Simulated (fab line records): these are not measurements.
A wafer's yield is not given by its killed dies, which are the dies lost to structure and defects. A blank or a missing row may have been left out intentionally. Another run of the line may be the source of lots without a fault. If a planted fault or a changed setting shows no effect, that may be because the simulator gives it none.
fab line records | flow sky130
record lots=5 wafers=15 last-day=50
route steps=708 shown NWELL@61
lots that met no fault: from a run of the same line without faults
start-h: the number of hours between the record's first day and the start of the first shown wafer of the lot | wait-h: hours from the lot's prior step to this one | " as in the row above | L1.1+2: one row covering several wafers at once | - value missing, or start not given | * or withheld: withheld | < > ~ a bound
route shown NAME@n: names a module that has steps shown in the file, with the first one's number in the route | usual: mean/standard deviation of fault-free wafers | same: alike in all rows | chamber/n: place in a boat | sites: per-site readings | _std_site: how widely they spread, as a standard deviation | _edge_site: mean of outer sites minus mean of inner sites | radius-mm: for every site, how far away it sits from the centre of the wafer | mask NAME#n: copy n | behind: the most recent tool/chamber to have shaped the wafer | hold: cause of the lot's hold/its duration in hours/its outcome | device: whichever transistor did not switch (one of n, p or np) | end of line: the tests these same wafers got at the end of their route | step lacking rows: just its recipe | killed: the dies lost at the first sort to structure and to defects; this is not the yield of the wafer | map: per-die view of a wafer (x killed, . not killed, _ where there is no die)
set.NAME: the setting that was run; set.NAME@STEP: the one run at that earlier step | model.NAME: the simulator's own value behind a step, which no gauge read
lots seen at some steps along the route; tables by step, rows by wafer
services: a tool's chamber out of use, with start hour (start-h, from the record's first day; less than 0 if before it), hours out, and reason
## steps
# step SKY_NWELL_PEB_08
# recipe temp-c=115 time-s=withheld
# step SKY_NWELL_DEVELOP_09
# recipe wall-angle-deg=90 developer=TMAH develop-time-s=60 dev-temp-c=23
# step SKY_NWELL_OVL_MEAS_10
# usual NWELL_00_OVL=-0.9/1.4
# columns lot.wafer tool chamber start-h wait-h NWELL_00_OVL[nm]
L417.3 overlay-01 - 122.84 - -0.5
L417.4 " - " " 2.1
L417.6 " - " " 0.3
L419.3 overlay-02 - 129.21 - -2.9
L419.4 " - " " -4.1
L419.5 " - " " -2.1
L421.2 overlay-01 - 143.90 - 0.3
L421.3 " - " " 0.6
L421.5 " - " " -0.1
L432.2 overlay-02 - 209.38 - -0.3
L432.3 " - " " -0.8
L432.6 " - " " -0.8
L434.1 overlay-01 - 219.75 - 0.0
L434.3 " - " " -1.3
L434.5 " - " " -1.7
# step SKY_NWELL_IMPLANT_11
# recipe species=P energy-kev=400 dose-cm2=1.9e+13 tilt-deg=withheld
# step SKY_NWELL_IMPLANT_12
# recipe species=P energy-kev=120 dose-cm2=1.3e+12 tilt-deg=withheld
# step SKY_NWELL_IMPLANT_13
# recipe species=P energy-kev=50 dose-cm2=7e+11 tilt-deg=withheld
# step SKY_NWELL_STRIP_14
# recipe chemistry=O2/N2 power-w=1400 pressure-mtorr=1500 platen-temp-c=withheld o2-flow-sccm=3000 n2-flow-sccm=300 overash-fraction=0.5
# usual drypump-motor-current-A=5.8/0.53 n2-flow-sccm=300.1/1 oes-product-au=0.723/0.0044 strip-time-to-endpoint-s=36.93/0.13
# columns lot.wafer tool chamber start-h wait-h drypump-motor-current-A n2-flow-sccm oes-product-au rf-hours-counter-h strip-time-to-endpoint-s
L417.3 plasma-asher-01 1 123.34 0.1 6.1 301.7 0.716 - 36.64
L417.4 " 0 " " 6.6 299.2 0.723 - 36.72
L417.6 " 1 " " 6.1 299.6 0.720 - 36.73
L419.3 plasma-asher-03 1 129.72 0.1 5.7 300.0 0.722 - 36.98
L419.4 " 0 " " 4.9 301.4 0.725 - 37.06
L419.5 " 1 " " 5.7 300.6 0.727 - 36.78
L421.2 plasma-asher-01 1 144.38 0.1 6.1 299.7 0.721 36 36.85
L421.3 " 0 " " 6.6 300.2 0.722 - 36.94
L421.5 " 1 " " 6.1 301.0 0.724 - 36.77
L432.2 plasma-asher-04 1 209.89 0.1 5.8 299.3 0.728 9 37.07
L432.3 " 0 " " 5.4 301.2 0.723 - 37.04
L432.6 " 0 " " 5.4 301.7 0.722 - 36.99
L434.1 plasma-asher-04 0 220.24 0.1 5.4 299.5 0.728 10 36.67
L434.3 " 1 " " 5.8 299.5 0.717 - 36.73
L434.5 " 1 " " 5.8 298.5 0.715 - 36.85
# step SKY_NWELL_TW_MEAS_15
# usual NWELL_TW=1832/13
# columns lot.wafer tool chamber start-h wait-h NWELL_TW
L417.3 film-metro-01 - 123.43 0.1 1842
L417.4 " - " " 1835
L417.6 " - " " 1834
L419.3 film-metro-01 - 129.81 0.1 1839
L419.4 " - " " 1834
L419.5 " - " " 1849
L421.2 film-metro-02 - 144.49 0.1 1827
L421.3 " - " " 1829
L421.5 " - " " 1824
L432.2 film-metro-03 - 210.00 0.1 1809
L432.3 " - " " 1813
L432.6 " - " " 1815
L434.1 film-metro-02 - 220.34 0.1 1822
L434.3 " - " " 1823
L434.5 " - " " 1828
# step SKY_NWELL_DEHYDRATE_16
# recipe temp-c=200 time-s=60
# step SKY_NWELL_HMDS_17
# recipe prime-time-s=60 prime-temp-c=120
# step SKY_NWELL_COAT_18
# recipe spin-rpm=2000 resist-thk-nm=3000
# step SKY_NWELL_SOFTBAKE_19
# recipe temp-c=110 time-s=withheld
# step SKY_NWELL_EXPOSE_20
# recipe mask-id=NWM_COMPLEMENT na=0.6 source-shape=conventional sigma-outer=0.6 polarization=unpolarized target-cd-nm=840 dose-mj=260
# columns lot.wafer tool chamber start-h wait-h mask
L417.3+4+6 iline-stepper-02 0 132.51 - NWM_COMPLEMENT#0
L419.3+4+5 iline-stepper-02 0 140.11 - NWM_COMPLEMENT#0
L421.2+3+5 iline-stepper-02 0 154.44 - PWDEM#0
L432.2+3+6 iline-stepper-02 0 221.14 - NWM_COMPLEMENT#0
L434.1+3+5 iline-stepper-02 0 231.92 - NWM_COMPLEMENT#0
# step SKY_NWELL_PEB_21
# recipe temp-c=115 time-s=withheld
# step SKY_NWELL_DEVELOP_22
# recipe wall-angle-deg=90 developer=TMAH develop-time-s=60 dev-temp-c=23
# step SKY_NWELL_OVL_MEAS_23
# usual NWELL_01_OVL=-2.5/2
# columns lot.wafer tool chamber start-h wait-h NWELL_01_OVL[nm]
L417.3 overlay-02 - 141.61 - -5.9
L417.4 " - " " -2.2
L417.6 " - " " -4.3
L419.3 overlay-02 - 149.26 - -3.2
L419.4 " - " " -2.6
L419.5 " - " " -4.4
L421.2 overlay-01 - 163.85 - -
L421.3 " - " " -
L421.5 " - " " -
L432.2 overlay-02 - 232.66 - -3.1
L432.3 " - " " -2.3
L432.6 " - " " -3.8
L434.1 overlay-01 - 243.42 - -2.8
L434.3 " - " " -1.6
L434.5 " - " " -0.2
# step SKY_NWELL_IMPLANT_24
# recipe species=B energy-kev=140 dose-cm2=9.2e+12 tilt-deg=withheld
# step SKY_NWELL_STRIP_25
# recipe chemistry=O2/N2 power-w=1400 pressure-mtorr=1500 platen-temp-c=withheld o2-flow-sccm=3000 n2-flow-sccm=300 overash-fraction=0.5
# usual drypump-motor-current-A=5.9/0.55 n2-flow-sccm=300.0/0.93 oes-product-au=0.722/0.0047 strip-time-to-endpoint-s=36.90/0.14
# columns lot.wafer tool chamber start-h wait-h drypump-motor-current-A n2-flow-sccm oes-product-au rf-hours-counter-h strip-time-to-endpoint-s
L417.3 plasma-asher-01 1 141.82 0.1 6.1 299.8 0.723 - 36.89
L417.4 " 0 " " 6.6 301.6 0.724 - 36.83
L417.6 " 1 " " 6.1 299.7 0.731 - 36.81
L419.3 plasma-asher-03 0 149.47 0.1 4.9 298.0 0.716 - 36.97
L419.4 " 1 " " 5.8 301.4 0.722 - 37.04
L419.5 " 0 " " 4.9 299.7 0.721 - 37.02
L421.2 plasma-asher-01 1 164.03 0.1 6.1 300.3 0.723 38 36.80
L421.3 " 0 " " 6.6 300.0 0.722 - 36.84
L421.5 " 1 " " 6.1 301.4 0.718 - 36.89
L432.2 plasma-asher-03 0 232.84 0.1 4.9 299.3 0.727 53 37.04
L432.3 " 0 " " 4.9 300.6 0.725 - 36.94
L432.6 " 0 " " 4.9 299.6 0.726 - 37.00
L434.1 plasma-asher-01 1 243.61 0.1 6.1 298.0 0.725 45 36.90
L434.3 " 1 " " 6.1 298.0 0.716 - 36.89
L434.5 " 0 " " 6.6 298.7 0.724 - 36.92
# step SKY_NWELL_TW_MEAS_26
# usual NWELL_2_TW=500.3/2.5
# columns lot.wafer tool chamber start-h wait-h NWELL_2_TW
L417.3 film-metro-03 - 141.91 0.1 501.1
L417.4 " - " " 502.3
L417.6 " - " " 502.3
L419.3 film-metro-03 - 149.56 0.1 504.0
L419.4 " - " " 504.0
L419.5 " - " " 501.1
L421.2 film-metro-01 - 164.14 0.1 30.1
L421.3 " - " " 30.1
L421.5 " - " " 30.1
L432.2 film-metro-03 - 232.95 0.1 497.5
L432.3 " - " " 498.0
L432.6 " - " " 501.9
L434.1 film-metro-01 - 243.71 0.1 498.6
L434.3 " - " " 497.2
L434.5 " - " " 499.4
# step SKY_NWELL_CLEAN_27
# recipe chemistry=SC1/SC2 mix=1:4:20 temp-c=70 time-s=150 dry=n2-spin
## services
# columns tool chamber start-h hours kind
plasma-asher-04 - 108.79 9.0 pm
plasma-asher-04 0 108.79 9.0 vent-cycle
plasma-asher-04 1 108.79 9.0 vent-cycle
plasma-asher-04 0 117.79 - clean
plasma-asher-04 1 117.79 - clean
iline-stepper-02 - 127.53 1.7 pm
iline-stepper-02 0 188.60 - calibration
plasma-asher-01 - 188.90 2.5 repair
## key
first-sign step=SKY_NWELL_EXPOSE_20 reading=mask direction=changed
effect step=SKY_NWELL_OVL_MEAS_23 reading=NWELL_01_OVL direction=missing
effect step=SKY_NWELL_TW_MEAS_26 reading=NWELL_2_TW direction=down sigmas=99+ usual=500.3 struck=30.1
met-at SKY_NWELL_EXPOSE_20
struck-wafers L421.2,L421.3,L421.5
sort-left-out L421.2,L421.3,L421.5
tester-left-out L421
onset-between 140.11 154.44
fault kind=wrong-mask tool=any chamber=- onset-h=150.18 steps=SKY_NWELL_EXPOSE_20 aux-copy=PWDEM#0 scope=struck-lots-only
# tester-left-out: of these lots the tester's yield and bins aren't shown, on N5 and GAA mostly nor the transistor test; their killed dies are dies lost to structure and defects alone, not to doping, threshold or leakage, so they don't give the yield
# sort-left-out: the simulated sort isn't trusted on such a fault, so these wafers' sort isn't shown, and their yield isn't known
